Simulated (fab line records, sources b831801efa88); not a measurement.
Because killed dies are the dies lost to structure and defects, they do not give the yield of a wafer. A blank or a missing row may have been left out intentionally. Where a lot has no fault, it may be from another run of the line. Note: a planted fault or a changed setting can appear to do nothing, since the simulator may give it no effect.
One fault seen from 2 desks -- flow sky130 -- only its own numbers are on each desk; what lay behind them is given at the end

AT THE TOOL OWNER'S DESK: implanter-03
The tool's own readings at SKY_LDD_LDN_IMPLANT_10: means of the sampled wafers that have a number, for each lot that ran on this tool. Marked OUT: a lot whose mean sits more than 4 standard deviations from the usual mean, which makes it out of limits; the brackets give that distance.
Columns: A = dose_ions_cm2 at SKY_LDD_LDN_IMPLANT_10, usual 1.2505e+13; B = faraday_current_uA at SKY_LDD_LDN_IMPLANT_10, usual 70.5
lot,first seen here,A,B
L773,day 23 00:02,1.2499e+13,71.0
L779,day 25 11:43,4.3470e+12 (-99 or more) OUT,24.4 (-33) OUT
L781,day 26 00:13,4.3707e+12 (-99 or more) OUT,24.5 (-33) OUT
L794,day 30 05:38,1.2528e+13,70.8
L793,day 30 07:02,1.2501e+13,69.6
L795,day 30 15:58,1.2507e+13,70.4
This desk's finding: out of limits on L779, L781; first on L779, day 25 11:43 (dose_ions_cm2 at SKY_LDD_LDN_IMPLANT_10). L773, L794, L793, L795 stayed within limits.

FROM THE METROLOGY DESK
What the gauges read, lot by lot, whatever tool the lot ran on: means of the sampled wafers that have a number. Marked OUT: a lot whose mean sits more than 4 standard deviations from the usual mean, which makes it out of limits; the brackets give that distance.
Columns: A = LDD_LDN_TW at SKY_LDD_LDN_TW_MEAS_13, usual 1465
lot,first seen here,A
L773,day 23 00:24,1466
L774,day 23 19:20,1460
L776,day 24 11:36,1456
L775,day 24 11:53,1471
L779,day 25 12:05,1392 (-9.7) OUT
L781,day 26 00:34,1383 (-11) OUT
L785,day 28 09:32,1459
L790,day 28 21:00,1461
L791,day 29 13:51,1459
L792,day 29 14:10,1463
L794,day 30 06:02,1479
L793,day 30 07:26,1479
L795,day 30 16:20,1452
L796,day 31 00:16,1463
This desk finds L779, L781 out of limits, with the earliest case on L779 at day 25 12:05 (LDD_LDN_TW at SKY_LDD_LDN_TW_MEAS_13). L773, L774, L776, L775, L785, L790, L791, L792, L794, L793, L795, L796 stayed within limits.

PUT TOGETHER
On L779, L781, at day 25 11:43, an alarm was possible from the tool owner's desk.
At day 25 12:05 the metrology desk could have sounded an alarm, on L779, L781.
The lots listed all ran SKY_LDD_LDN_IMPLANT_10 on implanter-03.

WHAT WAS PUT IN BY THE SIMULATOR
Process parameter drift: implanter-03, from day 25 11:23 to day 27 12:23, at SKY_LDD_LDN_IMPLANT_10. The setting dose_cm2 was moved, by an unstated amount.
Lots struck among those shown: L779, L781.
Counting hours from when the fault started, the first reading out of limits came at 0 for the tool owner's desk and at 1 for the metrology desk.
